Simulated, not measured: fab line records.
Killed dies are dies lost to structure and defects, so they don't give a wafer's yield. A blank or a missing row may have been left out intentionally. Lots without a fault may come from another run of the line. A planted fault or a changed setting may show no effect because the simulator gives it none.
Matching of chambers || flow sky130 || SKY_LI_CONTACT_CMP_24 on cmp-01 has 4 sister chambers
The step polishes, stops on PSG, t overpolish 20 s, target thk 0 nm. 14 wafers are shown with their chamber, then 7 later ones without.

== WAFERS WITH THEIR CHAMBER ==
{"wafer": "L797.2", "chamber": 3, "motor-current-A (A)": 9.6, "retaining-ring-pressure-frac": 0.999, "time-to-endpoint-s (s)": 95}
{"wafer": "L797.3", "chamber": 1, "motor-current-A (A)": 11.4, "retaining-ring-pressure-frac": 1.002, "time-to-endpoint-s (s)": 100}
{"wafer": "L797.6", "chamber": 0, "motor-current-A (A)": 11.1, "retaining-ring-pressure-frac": 1.004, "time-to-endpoint-s (s)": 98}
{"wafer": "L801.1", "chamber": 1, "motor-current-A (A)": 10.6, "retaining-ring-pressure-frac": 1.002, "time-to-endpoint-s (s)": 92}
{"wafer": "L801.2", "chamber": 2, "motor-current-A (A)": 10.5, "retaining-ring-pressure-frac": 0.996, "time-to-endpoint-s (s)": 102}
{"wafer": "L801.6", "chamber": 3, "motor-current-A (A)": 10.0, "retaining-ring-pressure-frac": 0.997, "time-to-endpoint-s (s)": 94}
{"wafer": "L802.1", "chamber": 1, "motor-current-A (A)": 11.0, "retaining-ring-pressure-frac": 1.000, "time-to-endpoint-s (s)": 95}
{"wafer": "L802.2", "chamber": 2, "motor-current-A (A)": 11.7, "retaining-ring-pressure-frac": 1.003, "time-to-endpoint-s (s)": 97}
{"wafer": "L802.3", "chamber": 0, "motor-current-A (A)": 11.1, "retaining-ring-pressure-frac": 1.001, "time-to-endpoint-s (s)": 98}
{"wafer": "L803.2", "chamber": 1, "motor-current-A (A)": 11.0, "retaining-ring-pressure-frac": 1.007, "time-to-endpoint-s (s)": 99}
{"wafer": "L803.3", "chamber": 0, "motor-current-A (A)": 10.8, "retaining-ring-pressure-frac": 1.001, "time-to-endpoint-s (s)": 103}
{"wafer": "L803.4", "chamber": 3, "motor-current-A (A)": 10.5, "retaining-ring-pressure-frac": 1.001, "time-to-endpoint-s (s)": 100}
{"wafer": "L814.1", "chamber": 2, "motor-current-A (A)": 11.3, "retaining-ring-pressure-frac": 1.000, "time-to-endpoint-s (s)": 100}
{"wafer": "L814.5", "chamber": 0, "motor-current-A (A)": 11.4, "retaining-ring-pressure-frac": 1.000, "time-to-endpoint-s (s)": 97}

SIGNATURES, as means of the wafers listed above
{"reading": "motor-current-A", "chamber 0": 11.100, "chamber 1": 11.000, "chamber 2": 11.167, "chamber 3": 10.033, "scatter within a chamber": 0.407}
{"reading": "retaining-ring-pressure-frac", "chamber 0": 1.00150, "chamber 1": 1.00275, "chamber 2": 0.99967, "chamber 3": 0.99900, "scatter within a chamber": 0.00262}
{"reading": "time-to-endpoint-s", "chamber 0": 99.00, "chamber 1": 96.50, "chamber 2": 99.67, "chamber 3": 96.33, "scatter within a chamber": 3.1}
Rule: a wafer's distance from a chamber is the root of the sum, over the readings, of the square of ((its reading less the chamber's mean) divided by the reading's scatter). The wafer belongs to the nearest chamber; if the next one is less than 2 further off, it can't be placed. The scatter: take each reading less its chamber's mean, square it, sum over the shown wafers, divide by the number of wafers less the number of chambers, and take the root.

== WAFERS WHOSE CHAMBER IS MISSING ==
{"wafer": "L814.6", "motor-current-A (A)": 10.2, "retaining-ring-pressure-frac": 1.000, "time-to-endpoint-s (s)": 100}
{"wafer": "L817.1", "motor-current-A (A)": 10.9, "retaining-ring-pressure-frac": 0.998, "time-to-endpoint-s (s)": 99}
{"wafer": "L817.3", "motor-current-A (A)": 10.0, "retaining-ring-pressure-frac": 1.000, "time-to-endpoint-s (s)": 97}
{"wafer": "L817.6", "motor-current-A (A)": 11.0, "retaining-ring-pressure-frac": 1.000, "time-to-endpoint-s (s)": 104}
{"wafer": "L818.1", "motor-current-A (A)": 9.7, "retaining-ring-pressure-frac": 1.003, "time-to-endpoint-s (s)": 100}
{"wafer": "L818.2", "motor-current-A (A)": 11.2, "retaining-ring-pressure-frac": 0.999, "time-to-endpoint-s (s)": 98}
{"wafer": "L818.5", "motor-current-A (A)": 11.5, "retaining-ring-pressure-frac": 0.994, "time-to-endpoint-s (s)": 104}

== EACH ONE'S CHAMBER ==
{"wafer": "L814.6", "from the rows above": "can't be placed: 3 or 0 or 2 or 1", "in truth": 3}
{"wafer": "L817.1", "from the rows above": "can't be placed: 2 or 0 or 1 or 3", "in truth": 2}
{"wafer": "L817.3", "from the rows above": 3, "in truth": 3}
{"wafer": "L817.6", "from the rows above": "can't be placed: 2 or 0 or 1 or 3", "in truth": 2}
{"wafer": "L818.1", "from the rows above": "can't be placed: 3 or 1 or 0 or 2", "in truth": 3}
{"wafer": "L818.2", "from the rows above": "can't be placed: 2 or 0 or 1", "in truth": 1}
{"wafer": "L818.5", "from the rows above": "can't be placed: 2 or 0 or 1", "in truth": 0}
Correctly placed: 1 of 7. Cannot be placed on the basis of these rows: 6; the candidates contain the true chamber in 6. Wrongly placed: 0.
